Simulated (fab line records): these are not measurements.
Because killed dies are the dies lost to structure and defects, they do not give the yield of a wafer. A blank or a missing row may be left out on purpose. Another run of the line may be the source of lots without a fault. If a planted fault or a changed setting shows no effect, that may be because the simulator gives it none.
A struck lot beside a sound one ; flow sky130 ; 15 out of 708 route steps
Sound: these wafers, L815.1, L815.3, L815.5. The struck wafers were L807.1, L807.2, L807.3. The cause is given at the end.
Per side, at each step with rows, come the tool, then ch with its chambers, and then its first start. Under that, the readings that differ: sound wafers ; struck wafers ; difference of the means ; sigmas: that difference in standard deviations of wafers without a fault.
alike: same words and numbers on both sides, and readings whose means sit less than 2 such deviations apart. not compared: any withheld reading, any reading some wafer has no value for, any bound like >300 that may hide the same value, and any number with overlapping values for which the record gives no deviation.
The two part at a step that has a row with sigmas, a row that says differs or no value, or rows on one side only. Numbers that have no deviation but don't overlap get no sigmas and don't part them. A reading that every wafer of one side lacks parts them only if that side has two wafers or more.

first, 4 steps without rows for these wafers: SKY_LI_CONTACT_SOFTBAKE_08 (time 90 s); SKY_LI_CONTACT_EXPOSE_09 (exposes mask LICM1, target cd 170 nm); SKY_LI_CONTACT_PEB_10; SKY_LI_CONTACT_DEVELOP_11 (develop time 60 s).
SKY_LI_CONTACT_CD_MEAS_12 targets a cd of 170 nm.
  sound: cd_sem-02 at day 33 17:25; struck: cd_sem-02 at day 31 15:50
  alike: cd_nm
SKY_LI_CONTACT_OVL_MEAS_13:
  sound: overlay-02 at day 33 17:32; struck: overlay-01 at day 31 15:57
  alike: LI_CONTACT_OVL
SKY_LI_CONTACT_ETCH_14: etches BARC in N2/H2, stops on SiO2, time 45.9 s, target depth 60 nm.
  sound on rie_diel-04 ch 0,1, day 33 17:34; struck on rie_diel-03 ch 0,1,3, day 31 15:59
  alike: drypump_motor_current_A, oes_product_au, throttle_valve_pct
  not compared: rf_hours_counter_h
SKY_LI_CONTACT_ETCH_15: etches PSG in C4F8/O2/Ar, stops on Si, target depth 600 nm.
  sound on rie_diel-04 ch 0,1, day 33 17:37; struck on rie_diel-03 ch 0,1,3, day 31 16:02
  alike: oes_product_au
SKY_LI_CONTACT_STRIP_16: strips in O2/N2.
  sound on plasma_asher-04 ch 0,1, day 33 17:42; struck on plasma_asher-01 ch 0,1, day 31 16:07
  alike: drypump_motor_current_A, oes_product_au, strip_time_to_endpoint_s
  not compared: rf_hours_counter_h
then, 2 steps without rows for these wafers: SKY_LI_CONTACT_CLEAN_17 (cleans in NMP, time 600 s); SKY_LI_CONTACT_PRE_CLEAN_18 (time 5.6 s).
SKY_LI_CONTACT_SPUTTER_19: material Ti, target thk 20 nm, time 106.37 s.
  sound: pvd_sputter-01 at day 33 17:59; struck: pvd_sputter-01 at day 31 16:25
  alike: cathode_dc_power_W, chamber_pressure_pa, throttle_valve_pct
SKY_LI_CONTACT_SPUTTER_20: material TiN, target thk 20 nm, time 80 s.
  sound: pvd_sputter-01 at day 33 18:04; struck: pvd_sputter-01 at day 31 16:29
  no value came back on the struck wafers for cathode_dc_power_W (W), chamber_pressure_pa (Pa), throttle_valve_pct (%); on the sound wafers cathode_dc_power_W (W) reads 3999.7 3998.8 3999.6
SKY_LI_CONTACT_CVD_21: deposits W, target thk 400 nm, time 120.56 s.
  sound on cvd_w-02 ch 0,1, day 33 18:08; struck on cvd_w-02 ch 0,1, day 31 16:33
  alike: heater_power_w
-- here the record skips 16 days between the struck wafers' starts before and after, leaving off in module LI_CONTACT and picking up in module PAD_OPEN (first step shown: number 708 of the route) --
SKY_PAD_OPEN_PROBE_99:
  sound: prober-02 at day 49 06:06; struck: prober-02 at day 47 09:11
reading;sound;struck;difference;sigmas
hold;- - -;await_dispo/3.1h/scrap await_dispo/3.1h/scrap await_dispo/3.1h/scrap;no value on the sound wafers;
killed_at_contacts;40 20 25;430 420 427;+397;+75
killed_dies;95 73 87;492 492 492;+407;+47
killed_on_rim;16 19 17;96 96 96;+79;+22
  alike: killed_at_M0_to_M3, killed_at_M4_up, killed_at_front_end, killed_at_other, killed_open, killed_short

WHERE THEY PART
At SKY_LI_CONTACT_SPUTTER_20 first; at SKY_PAD_OPEN_PROBE_99 last (within this record only).

WHY: what had been put in by the simulator
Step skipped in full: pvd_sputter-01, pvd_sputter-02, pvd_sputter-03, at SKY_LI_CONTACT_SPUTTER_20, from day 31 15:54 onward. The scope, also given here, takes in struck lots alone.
